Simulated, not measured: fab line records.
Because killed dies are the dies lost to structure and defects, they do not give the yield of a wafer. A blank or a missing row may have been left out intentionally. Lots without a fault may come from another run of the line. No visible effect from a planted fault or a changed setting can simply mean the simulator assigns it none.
Which tool did it? | flow sky130 | 24 lots, 72 wafers sampled, at 5 steps of a route of 708

## WHAT THE GAUGES READ, wafer by wafer
SKY_VIA1_OVL_MEAS_13. Usual: VIA1_OVL 3 nm, standard deviation 4.9.
lot  | measured     | on         | VIA1_OVL (nm) | flag
L074 | day 33 20:34 | overlay-01 | -5 3 5        |
L075 | day 34 06:04 | overlay-01 | 1 1 2         |
L076 | day 34 08:40 | overlay-01 | -1 5 7        |
L077 | day 34 20:25 | overlay-01 | 8 -1 2        |
L078 | day 35 03:34 | overlay-01 | 1 3 9         |
L079 | day 35 05:46 | overlay-01 | 6 -2 3        |
L080 | day 35 16:52 | overlay-02 | 6 4 2         |
L081 | day 36 07:13 | overlay-02 | 1 -4 -9       |
L082 | day 36 11:40 | overlay-02 | -9 1 5        |
L083 | day 37 03:20 | overlay-01 | -4 5 -3       |
L084 | day 37 11:59 | overlay-02 | 8 0 4         |
L086 | day 37 17:04 | overlay-01 | 3 5 7         |
L085 | day 37 18:31 | overlay-02 | 8 8 -2        |
L087 | day 38 01:37 | overlay-01 | 12 13 14      |
L088 | day 38 06:04 | overlay-02 | -1 6 -2       |
L089 | day 38 21:52 | overlay-02 | 2 1 0         |
L090 | day 39 03:37 | overlay-01 | 5 11 1        |
L091 | day 39 11:52 | overlay-01 | 1 3 2         |
L092 | day 39 15:04 | overlay-02 | -2 3 -5       |
L093 | day 39 20:22 | overlay-02 | 7 1 9         |
L094 | day 39 23:16 | overlay-01 | 6 9 7         |
L095 | day 40 08:22 | overlay-02 | -5 5 0        |
L096 | day 40 14:05 | overlay-02 | 1 5 1         |
L097 | day 40 23:46 | overlay-01 | 1 0 12        |

SKY_VIA3_THK_MEAS_23: measures by xrf. Usual: VIA3_W_THK 398 nm, standard deviation 8.7.
lot  | measured     | on            | VIA3_W_THK (nm) | flag
L074 | day 39 12:07 | film-metro-01 | 400 389 408     |
L075 | day 39 22:30 | film-metro-03 | 385 398 387     |
L076 | day 39 23:35 | film-metro-01 | 395 396 405     |
L077 | day 40 09:26 | film-metro-01 | 394 401 397     |
L078 | day 40 17:17 | film-metro-03 | 407 393 405     |
L079 | day 41 02:04 | film-metro-01 | 393 404 410     |
L080 | day 41 08:14 | film-metro-04 | 392 401 390     |
L081 | day 41 19:56 | film-metro-03 | 387 393 389     |
L082 | day 41 22:39 | film-metro-01 | 402 406 390     |
L083 | day 42 13:37 | film-metro-04 | 391 400 393     |
L084 | day 43 02:39 | film-metro-03 | 416 412 402     |
L086 | day 43 04:43 | film-metro-04 | 387 407 392     |
L085 | day 43 06:15 | film-metro-03 | 388 390 390     |
L087 | day 43 09:52 | film-metro-04 | 399 394 387     |
L088 | day 43 14:13 | film-metro-04 | 390 400 404     |
L089 | day 44 06:26 | film-metro-01 | 383 389 386     |
L090 | day 44 11:17 | film-metro-03 | 401 383 388     |
L091 | day 44 15:39 | film-metro-03 | 407 398 408     |
L092 | day 44 19:55 | film-metro-01 | 412 395 417     |
L093 | day 45 04:19 | film-metro-04 | 400 404 376     |
L094 | day 45 04:25 | film-metro-01 | 411 393 395     |
L095 | day 45 11:36 | film-metro-03 | 397 402 400     |
L096 | day 45 14:50 | film-metro-03 | 404 398 388     |
L097 | day 46 01:08 | film-metro-01 | 416 405 394     |

## TOOL THAT RAN EACH LOT (tool first, then ch and the chambers of the sampled wafers, then the start)
lot  | SKY_VIA1_CVD_21               | SKY_METAL2_STRIP_20                  | SKY_CAPM_SPUTTER_02
L074 | cvd-w-01 ch 1, day 33 21:20   | plasma-asher-02 ch 0,1, day 35 00:11 | pvd-sputter-02, day 36 04:29
L075 | cvd-w-02 ch 0,1, day 34 06:51 | plasma-asher-02 ch 0,1, day 35 09:41 | pvd-sputter-02, day 36 14:47
L076 | cvd-w-01 ch 0,1, day 34 09:26 | plasma-asher-02 ch 0,1, day 35 12:37 | pvd-sputter-02, day 36 17:29
L077 | cvd-w-01 ch 0,1, day 34 21:11 | plasma-asher-02 ch 0,1, day 36 00:14 | pvd-sputter-04, day 37 04:56
L078 | cvd-w-02 ch 1, day 35 04:22   | plasma-asher-04 ch 0,1, day 36 07:29 | pvd-sputter-01, day 37 11:52
L079 | cvd-w-01 ch 0,1, day 35 06:36 | plasma-asher-02 ch 0,1, day 36 09:28 | pvd-sputter-04, day 37 14:43
L080 | cvd-w-01 ch 0,1, day 35 17:38 | plasma-asher-02 ch 0,1, day 36 20:26 | pvd-sputter-04, day 38 01:44
L081 | cvd-w-02 ch 0,1, day 36 08:03 | plasma-asher-02 ch 0,1, day 37 10:53 | pvd-sputter-02, day 38 15:16
L082 | cvd-w-01 ch 0,1, day 36 12:31 | plasma-asher-04 ch 0,1, day 37 15:25 | pvd-sputter-04, day 38 19:44
L083 | cvd-w-02 ch 0,1, day 37 04:10 | plasma-asher-02 ch 0,1, day 38 07:12 | pvd-sputter-02, day 39 11:58
L084 | cvd-w-01 ch 0,1, day 37 12:50 | plasma-asher-02 ch 1, day 38 15:31   | pvd-sputter-04, day 40 00:30
L086 | cvd-w-01 ch 0,1, day 37 17:51 | plasma-asher-02 ch 0,1, day 38 20:46 | pvd-sputter-02, day 40 02:36
L085 | cvd-w-01 ch 0,1, day 37 19:17 | plasma-asher-04 ch 0, day 38 21:29   | pvd-sputter-04, day 40 04:06
L087 | cvd-w-02 ch 0,1, day 38 02:23 | plasma-asher-03 ch 0,1, day 39 04:23 | pvd-sputter-04, day 40 07:43
L088 | cvd-w-02 ch 0,1, day 38 06:56 | plasma-asher-02 ch 0,1, day 39 09:27 | pvd-sputter-04, day 40 11:06
L089 | cvd-w-02 ch 0,1, day 38 22:42 | plasma-asher-03 ch 0,1, day 39 23:47 | pvd-sputter-04, day 41 05:54
L090 | cvd-w-02 ch 0,1, day 39 04:44 | plasma-asher-04 ch 0,1, day 40 06:05 | pvd-sputter-04, day 41 09:11
L091 | cvd-w-02 ch 0,1, day 39 12:40 | plasma-asher-03 ch 0,1, day 40 12:40 | pvd-sputter-04, day 41 15:22
L092 | cvd-w-02 ch 0,1, day 39 15:50 | plasma-asher-04 ch 0,1, day 40 16:53 | pvd-sputter-02, day 41 19:55
L093 | cvd-w-02 ch 0,1, day 39 21:08 | plasma-asher-03 ch 0,1, day 41 01:56 | pvd-sputter-01, day 42 04:44
L094 | cvd-w-02 ch 0,1, day 40 00:02 | plasma-asher-03 ch 0,1, day 41 03:35 | pvd-sputter-01, day 42 06:01
L095 | cvd-w-02 ch 0,1, day 40 09:08 | plasma-asher-02 ch 0,1, day 41 10:55 | pvd-sputter-02, day 42 13:23
L096 | cvd-w-01 ch 0,1, day 40 14:52 | plasma-asher-03 ch 0,1, day 41 15:43 | pvd-sputter-01, day 42 17:41
L097 | cvd-w-01 ch 0,1, day 41 00:32 | plasma-asher-03 ch 0,1, day 42 01:55 | pvd-sputter-04, day 43 04:29
- SKY_VIA1_CVD_21: deposits W, target thk 270 nm, time 80.902 s.
- SKY_METAL2_STRIP_20: strips in O2/N2.
- SKY_CAPM_SPUTTER_02: material TiN, target thk 200 nm, time 166.7 s.

## WHAT THE TOOLS THEMSELVES READ (means of the sampled wafers that have a number; where no wafer has one, the mark that the record gives instead)
SKY_VIA1_CVD_21. Usual: chamber-pressure-Torr 39.99 Torr, standard deviation 0.086; heater-power-outer-w 485 W, standard deviation 22; heater-power-w 799 W, standard deviation 39.
lot  | tool     | chamber-pressure-Torr (Torr) | heater-power-outer-w (W) | heater-power-w (W) | flag
L074 | cvd-w-01 | 39.99                        | 491                      | 720                |
L075 | cvd-w-02 | 40.00                        | 490                      | 816                |
L076 | cvd-w-01 | 39.97                        | 481                      | 771                |
L077 | cvd-w-01 | 39.98                        | 490                      | 763                |
L078 | cvd-w-02 | 40.02                        | 491                      | 821                |
L079 | cvd-w-01 | 39.96                        | 484                      | 758                |
L080 | cvd-w-01 | 39.95                        | 476                      | 761                |
L081 | cvd-w-02 | 40.07                        | 491                      | 828                |
L082 | cvd-w-01 | 40.07                        | 473                      | 761                |
L083 | cvd-w-02 | 40.06                        | 497                      | 818                |
L084 | cvd-w-01 | 39.98                        | 479                      | 754                |
L086 | cvd-w-01 | 39.93                        | 466                      | 808                |
L085 | cvd-w-01 | 39.99                        | 478                      | 762                |
L087 | cvd-w-02 | 39.98                        | 495                      | 817                |
L088 | cvd-w-02 | 40.01                        | 497                      | 812                |
L089 | cvd-w-02 | 39.93                        | 506                      | 816                |
L090 | cvd-w-02 | 40.03                        | 495                      | 817                |
L091 | cvd-w-02 | 40.05                        | 504                      | 803                |
L092 | cvd-w-02 | 39.94                        | 497                      | 813                |
L093 | cvd-w-02 | 40.02                        | 496                      | 811                |
L094 | cvd-w-02 | 39.91                        | 500                      | 817                |
L095 | cvd-w-02 | 39.94                        | 501                      | 809                |
L096 | cvd-w-01 | 40.14                        | 470                      | 759                |
L097 | cvd-w-01 | 40.03                        | 469                      | 755                |

SKY_METAL2_STRIP_20. Usual: drypump-motor-current-A 5.4 A, standard deviation 0.45; oes-product-au 0.342 a.u., standard deviation 0.0046; strip-time-to-endpoint-s 2.69 s, standard deviation 0.044.
lot  | tool            | drypump-motor-current-A (A) | oes-product-au (a.u.) | strip-time-to-endpoint-s (s) | flag
L074 | plasma-asher-02 | 5.0                         | 0.342                 | 2.68                         |
L075 | plasma-asher-02 | 5.1                         | 0.344                 | 2.70                         |
L076 | plasma-asher-02 | 5.1                         | 0.338                 | 2.66                         |
L077 | plasma-asher-02 | 5.0                         | 0.340                 | 2.69                         |
L078 | plasma-asher-04 | 5.5                         | 0.341                 | 2.72                         |
L079 | plasma-asher-02 | 5.1                         | 0.351                 | 2.70                         |
L080 | plasma-asher-02 | 5.1                         | 0.343                 | 2.71                         |
L081 | plasma-asher-02 | 5.1                         | 0.343                 | 2.73                         |
L082 | plasma-asher-04 | 5.5                         | 0.340                 | 2.74                         |
L083 | plasma-asher-02 | 5.1                         | 0.342                 | 2.72                         |
L084 | plasma-asher-02 | 5.0                         | 0.346                 | 2.70                         |
L086 | plasma-asher-02 | 5.0                         | 0.339                 | 2.63                         |
L085 | plasma-asher-04 | 5.6                         | 0.348                 | 2.74                         |
L087 | plasma-asher-03 | 5.8                         | 0.342                 | 2.65                         |
L088 | plasma-asher-02 | 5.0                         | 0.337                 | 2.67                         |
L089 | plasma-asher-03 | 5.8                         | 0.343                 | 2.71                         |
L090 | plasma-asher-04 | 5.5                         | 0.345                 | 2.65                         |
L091 | plasma-asher-03 | 6.1                         | 0.342                 | 2.66                         |
L092 | plasma-asher-04 | 5.5                         | 0.347                 | 2.73                         |
L093 | plasma-asher-03 | 5.8                         | 0.339                 | 2.67                         |
L094 | plasma-asher-03 | 6.1                         | 0.343                 | 2.67                         |
L095 | plasma-asher-02 | 5.1                         | 0.341                 | 2.66                         |
L096 | plasma-asher-03 | 6.1                         | 0.344                 | 2.73                         |
L097 | plasma-asher-03 | 6.1                         | 0.344                 | 2.71                         |

SKY_CAPM_SPUTTER_02. Usual: throttle-valve-pct at 30.0 %, with a standard deviation of 1.1.
lot  | tool           | throttle-valve-pct (%) | flag
L074 | pvd-sputter-02 | 28.9                   |
L075 | pvd-sputter-02 | 29.4                   |
L076 | pvd-sputter-02 | 29.4                   |
L077 | pvd-sputter-04 | 31.0                   |
L078 | pvd-sputter-01 | 29.7                   |
L079 | pvd-sputter-04 | 31.7                   |
L080 | pvd-sputter-04 | 30.4                   |
L081 | pvd-sputter-02 | 29.6                   |
L082 | pvd-sputter-04 | 30.3                   |
L083 | pvd-sputter-02 | 29.2                   |
L084 | pvd-sputter-04 | 29.9                   |
L086 | pvd-sputter-02 | 29.5                   |
L085 | pvd-sputter-04 | 30.9                   |
L087 | pvd-sputter-04 | 30.3                   |
L088 | pvd-sputter-04 | 29.4                   |
L089 | pvd-sputter-04 | 30.8                   |
L090 | pvd-sputter-04 | 29.5                   |
L091 | pvd-sputter-04 | 30.3                   |
L092 | pvd-sputter-02 | 28.6                   |
L093 | pvd-sputter-01 | 29.8                   |
L094 | pvd-sputter-01 | 29.7                   |
L095 | pvd-sputter-02 | 28.8                   |
L096 | pvd-sputter-01 | 30.0                   |
L097 | pvd-sputter-04 | 30.5                   |

## THE ANSWER, worked out from the rows above alone
Rule: a lot is off if the mean of its wafers that have a number lies more than 3 standard deviations from the usual mean. Also off: a lot with no number at a reading for which 4 or more lots have one. Any other lot the step has rows for is counted as sound. After the gauges, taken in route order, come the tools' own readings; for these a lot's mean is taken, as printed above. At the first step where some lot is off, the reading lying furthest off is the one used; lots without a number count as furthest.
No lot is off at any reading shown: from this, nothing can be told.

## WHAT THE SIMULATOR PUT IN
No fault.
